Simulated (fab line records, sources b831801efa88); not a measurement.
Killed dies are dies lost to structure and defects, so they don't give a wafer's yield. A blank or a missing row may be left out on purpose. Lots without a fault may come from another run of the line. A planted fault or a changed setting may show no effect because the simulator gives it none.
Which tool did it? | flow sky130 | 12 lots, 36 wafers sampled, at 3 steps of a route of 708

WHAT THE GAUGES READ, wafer by wafer
SKY_CAPM_OVL_MEAS_12.
lot  | measured     | on         | CAPM_OVL (nm)
L505 | day 38 07:10 | overlay-01 | -0.1 -1.0 0.4
L507 | day 38 15:14 | overlay-01 | 0.7 0.8 0.6
L509 | day 39 09:22 | overlay-02 | -1.7 -1.2 0.1
L510 | day 39 10:22 | overlay-02 | -0.2 2.4 1.6
L511 | day 39 22:40 | overlay-02 | 1.0 -0.3 0.3
L513 | day 40 10:55 | overlay-01 | -0.9 -0.9 -1.5
L514 | day 40 19:28 | overlay-02 | 0.2 0.4 -0.1
L516 | day 41 10:04 | overlay-02 | -0.8 0.8 -0.9
L520 | day 42 13:25 | overlay-02 | 1.6 1.5 0.6
L523 | day 43 01:10 | overlay-01 | 0.4 2.0 3.3
L524 | day 43 08:43 | overlay-01 | -1.4 -1.3 -2.0
L526 | day 43 18:56 | overlay-01 | 0.7 0.1 2.3

WHICH TOOL RAN EACH LOT (tool, then ch and the chambers of the sampled wafers, then the start)
lot  | SKY_VIA2_ETCH_14                   | SKY_METAL3_SPUTTER_04
L505 | rie_diel-03 ch 0,2,3, day 37 04:17 | pvd_sputter-02, day 37 05:47
L507 | rie_diel-02 ch 1,2,3, day 37 12:07 | pvd_sputter-04, day 37 13:56
L509 | rie_diel-03 ch 1,2, day 38 06:17   | pvd_sputter-02, day 38 07:47
L510 | rie_diel-02 ch 0,1,3, day 38 08:16 | pvd_sputter-01, day 38 09:44
L511 | rie_diel-02 ch 1,2,3, day 38 20:14 | pvd_sputter-02, day 38 21:42
L513 | rie_diel-02 ch 0,1,3, day 39 07:34 | pvd_sputter-04, day 39 09:03
L514 | rie_diel-04 ch 2,3, day 39 15:43   | pvd_sputter-04, day 39 17:14
L516 | rie_diel-03 ch 1,2, day 40 07:20   | pvd_sputter-02, day 40 08:55
L520 | rie_diel-02 ch 2,3, day 41 11:44   | pvd_sputter-04, day 41 13:14
L523 | rie_diel-04 ch 1,2,3, day 42 01:01 | pvd_sputter-02, day 42 02:29
L524 | rie_diel-03 ch 0,3, day 42 08:17   | pvd_sputter-02, day 42 09:45
L526 | rie_diel-03 ch 2,3, day 42 18:49   | pvd_sputter-04, day 42 20:18
- SKY_VIA2_ETCH_14: etches BARC in N2/H2, stops on SiO2, time 45.9 s, target depth 60 nm.
- SKY_METAL3_SPUTTER_04: material TiN, target thk 70 nm, time 58.3 s.

WHAT THE TOOLS THEMSELVES READ (means of the sampled wafers that have a number; where no wafer has one, the mark that the record gives instead)
SKY_VIA2_ETCH_14.
lot  | tool        | drypump_motor_current_A (A) | oes_product_au (a.u.) | throttle_valve_pct (%)
L505 | rie_diel-03 | 5.6                         | 0.854                 | 13.227
L507 | rie_diel-02 | 6.0                         | 0.860                 | 13.227
L509 | rie_diel-03 | 5.7                         | 0.849                 | 13.235
L510 | rie_diel-02 | 5.6                         | 0.851                 | 13.227
L511 | rie_diel-02 | 6.1                         | 0.861                 | 13.236
L513 | rie_diel-02 | 5.6                         | 0.854                 | 13.216
L514 | rie_diel-04 | 6.1                         | 0.856                 | 13.216
L516 | rie_diel-03 | 5.7                         | 0.852                 | 13.222
L520 | rie_diel-02 | 6.1                         | 0.855                 | 13.223
L523 | rie_diel-04 | 5.9                         | 0.854                 | 13.223
L524 | rie_diel-03 | 5.8                         | 0.849                 | 13.219
L526 | rie_diel-03 | 5.6                         | 0.854                 | 13.225

SKY_METAL3_SPUTTER_04.
lot  | tool           | throttle_valve_pct (%)
L505 | pvd_sputter-02 | 29.8
L507 | pvd_sputter-04 | 30.0
L509 | pvd_sputter-02 | 29.3
L510 | pvd_sputter-01 | 30.5
L511 | pvd_sputter-02 | 29.1
L513 | pvd_sputter-04 | 29.6
L514 | pvd_sputter-04 | 30.1
L516 | pvd_sputter-02 | 29.9
L520 | pvd_sputter-04 | 29.9
L523 | pvd_sputter-02 | 29.3
L524 | pvd_sputter-02 | 29.8
L526 | pvd_sputter-04 | 30.5

THE ANSWER, worked out from the rows above alone
Rule: what is usual is taken from the lots themselves. Put in order of their means at a reading, lots are off if they are a third of the lots or fewer, leave a main group of 4 or more, and stand apart from it by a gap of 3 or more times the standard deviation of the main group's means; of several such gaps the widest counts. A main group whose means are all the same, to the digits that the tables above print for the reading, isn't used. A lot without any number at a reading at which 4 lots or more have one is off too. The other lots that the step has rows for count as sound. The gauges are gone through in route order, then the tools' own readings, and for those a lot's mean is taken as printed above. The first step at which some lot is off is used, and at that step the reading that is off furthest; a lot without a number counts as furthest.
No lot is off at any reading shown: from this, nothing can be told.

WHAT THE SIMULATOR HAD PUT IN
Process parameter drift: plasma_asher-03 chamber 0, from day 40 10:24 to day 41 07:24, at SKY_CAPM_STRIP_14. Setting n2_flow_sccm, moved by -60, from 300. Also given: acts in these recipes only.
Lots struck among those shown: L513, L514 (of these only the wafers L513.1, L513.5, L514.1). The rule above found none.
